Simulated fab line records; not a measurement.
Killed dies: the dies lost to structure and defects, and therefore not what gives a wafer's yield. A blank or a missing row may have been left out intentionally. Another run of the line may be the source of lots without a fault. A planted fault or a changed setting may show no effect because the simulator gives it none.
Split-lot study / flow sfq_line / 23 wafers read across 5 lots, on a route 325 steps long

== THE SPLIT ITSELF ==
At SFQ_TRILAYER_L0_LITHO_EXPOSE_006 (exposes mask L0, target cd 2000 nm), the setting dose_mj was moved away from the recipe's 14.4 on 5 of the 23 wafers read, by +4.6% to +7.3%. For the rest of the wafers, this setting stayed at what the recipe calls for.

== FROM THE SPLIT TO THE READING: what the file shows between them, 2 steps ==
- SFQ_TRILAYER_L0_LITHO_PEB_008: peb time 60 s
- SFQ_TRILAYER_L0_LITHO_DEVELOP_007: time 60 s

== THE READING ==
L0.cd_nm (the simulator's own value, which no gauge read), in nm, at SFQ_TRILAYER_L0_BARC_OPEN_METAL_ETCH_010 (etches BARC in O2, target depth 125 nm, time 41.7 s). The file does not state a usual value for it. Across the 18 wafers here that went through the recipe, the average is 2000 nm and the standard deviation 1.7 nm.

wafer=L074.1; tool, chamber at the split=krf_scanner-02, 0; dose_mj as run=14.4; against the recipe=recipe; L0.cd_nm, nm=2003; against lot-mates on the recipe=-
wafer=L074.5; tool, chamber at the split=krf_scanner-02, 0; dose_mj as run=14.4; against the recipe=recipe; L0.cd_nm, nm=2003; against lot-mates on the recipe=-
wafer=L074.2; tool, chamber at the split=krf_scanner-02, 0; dose_mj as run=15.45; against the recipe=+7.3%; L0.cd_nm, nm=1991; against lot-mates on the recipe=-11
wafer=L074.6; tool, chamber at the split=krf_scanner-02, 0; dose_mj as run=15.45; against the recipe=+7.3%; L0.cd_nm, nm=1991; against lot-mates on the recipe=-11
wafer=L074.3; tool, chamber at the split=krf_scanner-02, 0; dose_mj as run=14.4; against the recipe=recipe; L0.cd_nm, nm=2001; against lot-mates on the recipe=-
wafer=L075.1; tool, chamber at the split=krf_scanner-02, 0; dose_mj as run=14.4; against the recipe=recipe; L0.cd_nm, nm=1999; against lot-mates on the recipe=-
wafer=L075.2; tool, chamber at the split=krf_scanner-02, 0; dose_mj as run=14.4; against the recipe=recipe; L0.cd_nm, nm=2002; against lot-mates on the recipe=-
wafer=L075.5; tool, chamber at the split=krf_scanner-02, 0; dose_mj as run=14.4; against the recipe=recipe; L0.cd_nm, nm=2002; against lot-mates on the recipe=-
wafer=L075.3; tool, chamber at the split=krf_scanner-02, 0; dose_mj as run=14.4; against the recipe=recipe; L0.cd_nm, nm=2001; against lot-mates on the recipe=-
wafer=L075.6; tool, chamber at the split=krf_scanner-02, 0; dose_mj as run=14.4; against the recipe=recipe; L0.cd_nm, nm=2000; against lot-mates on the recipe=-
wafer=L078.1; tool, chamber at the split=krf_scanner-02, 0; dose_mj as run=14.4; against the recipe=recipe; L0.cd_nm, nm=2001; against lot-mates on the recipe=-
wafer=L078.2; tool, chamber at the split=krf_scanner-02, 0; dose_mj as run=14.4; against the recipe=recipe; L0.cd_nm, nm=1999; against lot-mates on the recipe=-
wafer=L078.3; tool, chamber at the split=krf_scanner-02, 0; dose_mj as run=15.06; against the recipe=+4.6%; L0.cd_nm, nm=1994; against lot-mates on the recipe=-6
wafer=L078.4; tool, chamber at the split=krf_scanner-02, 0; dose_mj as run=15.06; against the recipe=+4.6%; L0.cd_nm, nm=1992; against lot-mates on the recipe=-8
wafer=L078.5; tool, chamber at the split=krf_scanner-02, 0; dose_mj as run=15.06; against the recipe=+4.6%; L0.cd_nm, nm=1992; against lot-mates on the recipe=-8
wafer=L079.2; tool, chamber at the split=krf_scanner-02, 0; dose_mj as run=14.4; against the recipe=recipe; L0.cd_nm, nm=1998; against lot-mates on the recipe=-
wafer=L079.6; tool, chamber at the split=krf_scanner-02, 0; dose_mj as run=14.4; against the recipe=recipe; L0.cd_nm, nm=1998; against lot-mates on the recipe=-
wafer=L079.4; tool, chamber at the split=krf_scanner-02, 0; dose_mj as run=14.4; against the recipe=recipe; L0.cd_nm, nm=1997; against lot-mates on the recipe=-
wafer=L082.2; tool, chamber at the split=krf_scanner-02, 0; dose_mj as run=14.4; against the recipe=recipe; L0.cd_nm, nm=2001; against lot-mates on the recipe=-
wafer=L082.3; tool, chamber at the split=krf_scanner-02, 0; dose_mj as run=14.4; against the recipe=recipe; L0.cd_nm, nm=1999; against lot-mates on the recipe=-
wafer=L082.4; tool, chamber at the split=krf_scanner-02, 0; dose_mj as run=14.4; against the recipe=recipe; L0.cd_nm, nm=1999; against lot-mates on the recipe=-
wafer=L082.6; tool, chamber at the split=krf_scanner-02, 0; dose_mj as run=14.4; against the recipe=recipe; L0.cd_nm, nm=1999; against lot-mates on the recipe=-
wafer=L082.5; tool, chamber at the split=krf_scanner-02, 0; dose_mj as run=14.4; against the recipe=recipe; L0.cd_nm, nm=2000; against lot-mates on the recipe=-

FIT RESULTS
A straight line over all 23 wafers: L0.cd_nm changes by -1.38 nm for each +1% of dose_mj; r = -0.90; the points scatter about the line by 1.7 nm.
The same after taking each lot's own level away (the mean of its wafers on the recipe; 23 wafers): -1.57 nm for each +1%; r = -0.97; scatter 0.93 nm.
On that fit, the largest move of dose_mj shifts the reading by 11 nm.
Across the lots, their own levels run from 1997.7 to 2002.3 nm, a range of 2.8 times the standard deviation given above.
So the slope is not independent of the lot-to-lot level: the two fits are not the same.
Check: for one of the wafers moved furthest among these (+7.3%), held out of the fit, the line's prediction against its lot-mates is -11.5 nm. It came out at -11.3 nm against them.

== THESE WAFERS: OTHER SPLITS ==
Before the reading, these wafers also passed through other splits. Each is held against what the fit with the lots' levels taken away leaves over:
other split on the same wafers=SFQ_TRILAYER_INCOMING_OXIDATION_002 temp_c; wafers away from the commonest value=5; r with L0.cd_nm (lot level and that fit taken away)=+0.03

== THE FILE'S OWN FIT ==
L0.cd_nm changes by -1.61 nm for each +1% of dose_mj, r = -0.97.
